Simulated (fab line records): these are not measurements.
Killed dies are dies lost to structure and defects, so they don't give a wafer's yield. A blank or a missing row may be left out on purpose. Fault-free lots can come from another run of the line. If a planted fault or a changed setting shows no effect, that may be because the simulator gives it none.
Which tool did it?    flow sky130    42 wafers from 14 lots sampled at 4 of the route's 708 steps

== WHAT THE GAUGES SHOWED, per wafer ==
SKY_LDD_LDN_TW_MEAS_13. Usual: LDD_LDN_TW typically reads 1487, with standard deviation 9.9.
lot   measured      on             LDD_LDN_TW      flag
L920  day 23 04:53  film metro-04  1497 1496 1499  
L921  day 23 20:29  film metro-03  1475 1475 1483  
L922  day 24 04:07  film metro-03  1481 1477 1486  
L923  day 24 10:50  film metro-03  1484 1486 1486  
L925  day 25 06:13  film metro-01  1479 1484 1473  
L927  day 25 23:43  film metro-01  1478 1483 1476  
L928  day 26 02:36  film metro-01  1470 1481 1480  
L930  day 27 02:34  film metro-03  1482 1476 1479  
L931  day 27 10:49  film metro-04  1512 1502 1510  
L938  day 29 13:15  film metro-03  1475 1490 1484  
L939  day 29 21:08  film metro-04  1498 1497 1504  
L940  day 30 01:59  film metro-04  1487 1493 1491  
L941  day 30 13:16  film metro-03  1487 1498 1484  
L942  day 30 18:30  film metro-04  1495 1492 1496  

SKY_SD_N_CD_MEAS_07: target cd 380 nm. Usual: cd nm reads 380.2 nm (standard deviation 2.4).
lot   measured      on         cd nm (nm)                           flag
L920  day 28 04:25  cd sem-02  386.2 383.5 384.2                    
L921  day 28 17:04  cd sem-01  381.8 379.4 379.7                    
L922  day 29 00:43  cd sem-02  379.1 378.0 379.5                    
L923  day 29 07:26  cd sem-02  383.3 382.7 382.9                    
L925  day 30 02:56  cd sem-01  383.5 382.3 383.7                    
L927  day 30 18:41  cd sem-02  377.6 379.6 377.4                    
L928  day 31 00:37  cd sem-02  374.8 375.0 376.4                    
L930  day 31 20:55  cd sem-01  379.3 379.7 380.6                    
L931  day 32 04:59  cd sem-02  380.6 382.4 380.8                    
L938  day 34 06:34  cd sem-02  231.9 232.3 231.6 232.0 232.4 231.6  OFF
L939  day 34 11:47  cd sem-01  379.4 381.7 378.6                    
L940  day 34 15:55  cd sem-02  234.3 233.2 230.7 234.6 232.6 230.5  OFF
L941  day 35 01:26  cd sem-02  232.5 232.0 233.3 232.2 232.3 233.0  OFF
L942  day 35 08:30  cd sem-02  382.5 381.7 382.7                    

SKY_CONTACT_THK_MEAS_01. Usual: CONTACT_CVD_00_THK typically reads 75.1 nm, with standard deviation 0.97.
lot   measured      on             CONTACT_CVD_00_THK (nm)  flag
L920  day 30 18:08  film metro-03  74.0 74.8 74.2           
L921  day 31 04:56  film metro-04  73.0 73.6 74.2           
L922  day 31 13:07  film metro-03  75.7 75.7 76.8           
L923  day 31 19:50  film metro-03  73.7 75.7 75.3           
L925  day 32 13:55  film metro-04  73.4 74.9 75.8           
L927  day 33 05:47  film metro-01  73.8 74.2 75.2           
L928  day 33 11:08  film metro-01  75.5 77.0 76.1           
L930  day 34 06:44  film metro-04  74.4 74.9 75.2           
L931  day 34 15:04  film metro-03  75.8 76.4 75.6           
L939  day 36 19:34  film metro-01  74.2 75.1 77.9           
L942  day 37 17:13  film metro-03  75.0 74.9 75.1           

== TOOL THAT RAN EACH LOT (tool first, then ch and the chambers of the sampled wafers, then the start) ==
lot   SKY_SD_N_DEVELOP_06
L920  litho track-01 ch 0, day 28 04:16
L921  litho track-04 ch 0, day 28 16:55
L922  litho track-04 ch 0, day 29 00:34
L923  litho track-03 ch 0, day 29 07:18
L925  litho track-04 ch 0, day 30 02:47
L927  litho track-01 ch 0, day 30 18:32
L928  litho track-01 ch 0, day 31 00:28
L930  litho track-04 ch 0, day 31 20:46
L931  litho track-04 ch 0, day 32 04:50
L938  litho track-04 ch 0, day 34 06:25
L939  litho track-01 ch 0, day 34 11:38
L940  litho track-04 ch 0, day 34 15:46
L941  litho track-04 ch 0, day 35 01:17
L942  litho track-03 ch 0, day 35 08:21
- SKY_SD_N_DEVELOP_06: develop time 60 s.

== AS READ BY THE TOOLS THEMSELVES (means over the sampled wafers that have a number; for cases with no such wafer, the mark the record gives instead) ==
SKY_SD_N_DEVELOP_06. Usual: exhaust pa reads 45.2 Pa (standard deviation 0.9).
lot   tool            exhaust pa (Pa)  flag
L920  litho track-01  45.6             
L921  litho track-04  44.5             
L922  litho track-04  45.6             
L923  litho track-03  43.8             
L925  litho track-04  45.4             
L927  litho track-01  45.4             
L928  litho track-01  45.9             
L930  litho track-04  45.0             
L931  litho track-04  45.9             
L938  litho track-04  44.9             
L939  litho track-01  44.9             
L940  litho track-04  44.9             
L941  litho track-04  45.1             
L942  litho track-03  44.3             

== THE ANSWER, worked out from the rows above alone ==
Rule: lot off if the mean of its wafers having a number is beyond 3 standard deviations from the usual mean. A lot without any number at a reading at which 4 lots or more have one is off too. All remaining lots with rows at the step are treated as sound. The gauges are gone through in route order, then the tools' own readings, and for those a lot's mean is taken as printed above. At the first step where some lot is off, the reading lying furthest off is the one used; lots without a number count as furthest.
Off: L938, L940, L941 (SKY_SD_N_CD_MEAS_07, cd nm).
If a tool, at a process step before that reading, ran all the lots that are off and no sound lot after the first of them, it fits. Gauges at SKY_SD_N_CD_MEAS_07: tried the same way as those tools. One fits: SKY_SD_N_DEVELOP_06 on litho track-04. A fault onset in the window from L931 (day 32 04:50, its last sound lot) to L938 (day 34 06:25, its first lot off) fits.

== WHAT THE SIMULATOR PUT IN ==
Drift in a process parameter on litho track-04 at SKY_SD_N_DEVELOP_06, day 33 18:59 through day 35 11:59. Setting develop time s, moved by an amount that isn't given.
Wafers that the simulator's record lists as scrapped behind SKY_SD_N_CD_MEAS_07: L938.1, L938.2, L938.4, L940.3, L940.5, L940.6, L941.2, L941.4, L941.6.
Shown lots that were struck: L938, L940, L941. The rule given above showed the same thing.
